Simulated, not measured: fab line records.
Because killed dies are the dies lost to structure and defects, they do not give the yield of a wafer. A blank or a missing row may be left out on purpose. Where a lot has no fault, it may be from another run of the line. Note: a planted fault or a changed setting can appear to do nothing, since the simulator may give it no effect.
fab line records    flow sky130
record lots=14  wafers=42  last-day=50
route steps=708 shown CONTACT@408
lots with no fault: from the same line, run without faults
start-h: hours from the record's opening day to when the first of the lot's shown wafers began    wait-h: hours from the lot's prior step to this one    " identical to the entry in the row above    L1.1+2: several wafers, shown together as one row    - no value, or no start was given    * or withheld: withheld    < > ~ a bound
route shown NAME@n: NAME is a module with steps in the file, n the number in the route of the first one    usual: mean and standard deviation over wafers with no fault    same: alike in all rows    chamber/n: place in a boat    sites: each site's reading    _std_site: the standard deviation of these    _edge_site: outer sites' mean less inner sites'    radius-mm: for every site, how far away it sits from the centre of the wafer    mask NAME#n: copy n    behind: the tool/chamber that last shaped the wafer    hold: why the lot went on hold/how many hours it stayed there/how the hold came to an end    device: the n, p or np transistor that did not switch    end of line: the route-end tests of the same wafers    for a step that has no rows: nothing shown but its recipe    killed: not the wafer's yield, but the dies lost to structure and defects at the first sort    map: shows each die of a wafer: x if killed, . if not, _ if none is there
set.NAME: the run value of the setting; set.NAME@STEP: its run value at that earlier step    model.NAME: the simulator's own value behind a step, which no gauge read
the route's steps for a sample of lots (tables are steps, rows are wafers)
services: when a tool's chamber went out of use (start-h, in hours from the record's first day, below 0 if earlier), for how many hours, and the reason
## steps
# step SKY_CONTACT_HDPCVD_02
# recipe material=SiO2  target-thk-nm=565  sigma-open-frac=0.3  time-s=94.2  temp-c=600  sih4-flow-sccm=60  pressure-mtorr=6
# usual run-length-s=121.8/0.47
lot.wafer  tool       chamber  start-h  wait-h  run-length-s
L428.3     hdpcvd-02  1        722.55   0.0     122.1
L428.5     "          0        "        "       121.9
L428.6     "          2        "        "       122.0
L429.1     hdpcvd-01  2        724.42   0.1     122.5
L429.2     "          1        "        "       121.9
L429.5     "          1        "        "       121.6
L430.1     hdpcvd-01  1        730.68   0.1     122.0
L430.2     "          2        "        "       122.2
L430.3     "          0        "        "       120.9
L431.1     hdpcvd-02  1        740.45   0.1     122.0
L431.3     "          2        "        "       121.7
L431.6     "          1        "        "       122.2
L432.3     hdpcvd-01  0        745.66   0.1     120.9
L432.4     "          1        "        "       122.1
L432.5     "          0        "        "       120.8
L433.1     hdpcvd-01  0        762.16   0.1     121.0
L433.2     "          1        "        "       121.7
L433.3     "          2        "        "       122.0
L434.3     hdpcvd-01  1        764.57   0.0     129.1
L434.4     "          2        "        "       129.2
L434.6     "          1        "        "       129.1
L435.1     hdpcvd-01  0        770.33   0.1     128.3
L435.2     "          2        "        "       129.1
L435.4     "          1        "        "       128.8
L437.1     hdpcvd-01  1        786.58   0.1     129.3
L437.2     "          0        "        "       128.7
L437.6     "          1        "        "       129.4
L445.2     hdpcvd-02  1        850.27   0.0     122.4
L445.5     "          2        "        "       121.5
L445.6     "          0        "        "       121.8
L447.2     hdpcvd-01  0        859.34   0.0     121.5
L447.4     "          1        "        "       121.9
L447.5     "          0        "        "       120.8
L448.2     hdpcvd-01  0        866.37   0.0     120.9
L448.4     "          0        "        "       120.9
L448.6     "          1        "        "       122.1
L449.4     hdpcvd-01  2        879.27   0.1     122.4
L449.5     "          0        "        "       120.9
L449.6     "          1        "        "       122.0
L450.1     hdpcvd-01  1        881.19   0.1     121.7
L450.4     "          0        "        "       120.9
L450.5     "          1        "        "       122.0
# step SKY_CONTACT_THK_MEAS_03
# recipe reads=SiO2_of_CONTACT_HDPCVD_02
# usual CONTACT_HDPCVD_THK=562/6.4
lot.wafer  tool           chamber  start-h  wait-h  CONTACT_HDPCVD_THK[nm]
L428.3     film-metro-02  -        722.64   0.1     551
L428.5     "              -        "        "       560
L428.6     "              -        "        "       558
L429.1     film-metro-01  -        724.48   0.0     551
L429.2     "              -        "        "       563
L429.5     "              -        "        "       565
L430.1     film-metro-02  -        730.75   0.0     568
L430.2     "              -        "        "       565
L430.3     "              -        "        "       558
L431.1     film-metro-04  -        740.52   0.0     553
L431.3     "              -        "        "       558
L431.6     "              -        "        "       558
L432.3     film-metro-02  -        745.75   0.1     563
L432.4     "              -        "        "       563
L432.5     "              -        "        "       564
L433.1     film-metro-01  -        762.23   0.0     567
L433.2     "              -        "        "       575
L433.3     "              -        "        "       570
L434.3     film-metro-01  -        764.66   0.1     622
L434.4     "              -        "        "       608
L434.6     "              -        "        "       605
L435.1     film-metro-02  -        770.40   0.0     605
L435.2     "              -        "        "       605
L435.4     "              -        "        "       607
L437.1     film-metro-04  -        786.65   0.0     615
L437.2     "              -        "        "       611
L437.6     "              -        "        "       612
L445.2     film-metro-01  -        850.35   0.0     555
L445.5     "              -        "        "       549
L445.6     "              -        "        "       565
L447.2     film-metro-02  -        859.42   0.0     556
L447.4     "              -        "        "       554
L447.5     "              -        "        "       563
L448.2     film-metro-02  -        866.45   0.0     567
L448.4     "              -        "        "       562
L448.6     "              -        "        "       562
L449.4     film-metro-04  -        879.33   0.0     550
L449.5     "              -        "        "       564
L449.6     "              -        "        "       563
L450.1     film-metro-01  -        881.26   0.0     574
L450.4     "              -        "        "       564
L450.5     "              -        "        "       569
# step SKY_CONTACT_CMP_04
# recipe material=SiO2  down-force-psi=4  platen-rpm=60  pad-velocity-m-s=0.94248
# usual head-pressure-psi=4.000/0.009  motor-current-A=12.0/0.56  platen-rpm=59.99/0.037  slurry-flow-ml-min=150.0/0.47  time-to-endpoint-s=79/4.4
lot.wafer  tool    chamber  start-h  wait-h  head-pressure-psi  motor-current-A  platen-rpm  slurry-flow-ml-min  time-to-endpoint-s
L428.3     cmp-01  0        722.91   0.3     3.993              12.1             60.00       150.6               79
L428.5     "       2        "        "       3.995              12.7             59.96       150.0               87
L428.6     "       3        "        "       4.007              13.4             60.04       150.3               81
L429.1     cmp-01  1        724.59   0.1     3.988              11.6             60.02       150.1               71
L429.2     "       2        "        "       4.004              11.8             60.01       150.0               83
L429.5     "       1        "        "       3.997              12.0             60.02       150.2               80
L430.3     cmp-02  1        730.81   0.0     3.994              10.8             59.98       150.3               87
L430.2     "       2        "        "       3.991              11.6             59.99       149.0               86
L430.1     "       3        "        "       4.010              11.9             60.09       150.4               85
L431.3     cmp-02  3        740.58   0.0     4.015              11.8             60.00       150.1               85
L431.1     "       2        "        "       3.998              11.0             60.09       149.5               84
L431.6     "       0        "        "       4.014              12.1             59.97       150.2               88
L432.3     cmp-01  3        746.15   0.4     4.000              12.8             59.93       150.7               84
L432.4     "       1        "        "       4.019              12.4             59.96       150.8               76
L432.5     "       2        "        "       4.008              11.4             59.99       149.1               84
L433.1     cmp-01  1        762.29   0.1     4.001              12.5             60.05       150.2               76
L433.3     "       3        "        "       4.017              12.8             59.96       150.1               82
L433.2     "       0        "        "       4.023              12.7             59.96       150.5               78
L434.4     cmp-02  2        764.70   0.0     4.004              11.0             60.00       149.5               94
L434.3     "       0        "        "       4.000              11.8             59.94       150.1               102
L434.6     "       3        "        "       3.989              11.3             60.01       149.5               93
L435.2     cmp-01  3        770.46   0.0     4.008              12.7             59.97       149.9               93
L435.4     "       0        "        "       4.003              12.8             60.01       150.3               89
L435.1     "       1        "        "       3.989              11.9             60.01       150.4               92
L437.1     cmp-01  3        786.71   0.1     4.010              12.6             60.06       149.9               98
L437.2     "       1        "        "       4.011              12.6             60.01       150.8               89
L437.6     "       3        "        "       4.006              13.0             59.98       149.9               96
L445.2     cmp-02  2        850.40   0.0     4.001              12.3             59.97       150.1               73
L445.6     "       2        "        "       4.013              11.8             59.99       150.2               79
L445.5     "       3        "        "       3.993              12.4             59.98       150.1               72
L447.2     cmp-02  3        859.47   0.0     3.992              12.6             59.96       149.4               76
L447.4     "       0        "        "       4.000              11.3             60.00       150.1               74
L447.5     "       0        "        "       3.990              11.9             59.93       150.3               77
L448.4     cmp-01  3        866.58   0.1     4.000              13.0             59.93       149.9               84
L448.2     "       2        "        "       3.997              11.4             59.96       150.5               85
L448.6     "       3        "        "       4.007              13.1             60.01       149.6               84
L449.4     cmp-01  3        879.46   0.1     3.993              12.9             60.03       149.6               79
L449.6     "       1        "        "       3.991              11.8             60.04       150.1               76
L449.5     "       2        "        "       4.002              11.5             59.99       150.2               83
L450.4     cmp-01  1        881.61   0.3     4.014              12.2             59.99       149.7               79
L450.1     "       3        "        "       4.003              12.6             60.05       149.8               89
L450.5     "       2        "        "       3.987              12.0             60.03       150.5               84
## services
tool       chamber  start-h  hours  kind
cmp-01     -        719.27   1.9    repair
cmp-02     -        721.81   4.7    repair
cmp-01     -        729.17   0.2    repair
cmp-01     -        741.04   4.5    repair
cmp-02     -        744.00   4.0    pm
hdpcvd-01  2        744.97   4.2    repair
cmp-01     -        746.68   4.6    repair
cmp-02     -        748.00   -      consumable-replace:conditioner
cmp-02     -        748.00   -      consumable-replace:pad
cmp-02     -        750.09   2.5    repair
cmp-02     -        767.74   3.1    repair
hdpcvd-02  2        777.05   7.3    repair
cmp-02     -        811.79   1.1    repair
hdpcvd-02  -        836.44   6.0    pm
cmp-02     -        847.62   1.6    repair
hdpcvd-01  -        851.92   0.5    repair
hdpcvd-01  1        854.85   3.5    repair
cmp-01     -        859.46   7.1    pm
cmp-01     -        875.06   2.2    repair
## key
first-sign step=SKY_CONTACT_HDPCVD_02  reading=run-length-s  direction=up  sigmas=15  usual=*  struck=*
effect step=SKY_CONTACT_THK_MEAS_03  reading=CONTACT_HDPCVD_THK  direction=up  sigmas=7.5  usual=562  struck=610
effect step=SKY_CONTACT_CMP_04  reading=time-to-endpoint-s  direction=up  sigmas=3.3  usual=*  struck=*
met-at SKY_CONTACT_HDPCVD_02
struck-lots L434,L435,L437
tester-left-out L434,L435,L437
onset-between 762.16 764.57
fault kind=process-parameter-drift  tool=hdpcvd-01  chamber=-  onset-h=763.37  steps=SKY_CONTACT_HDPCVD_02  channel=time-s  offset=*  shape=step  end-h=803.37  acts-in=*  stated=*
# tester-left-out: of these lots the tester's yield and bins aren't shown, on N5 and GAA mostly nor the transistor test; their killed dies are dies lost to structure and defects alone, not to doping, threshold or leakage, so they don't give the yield
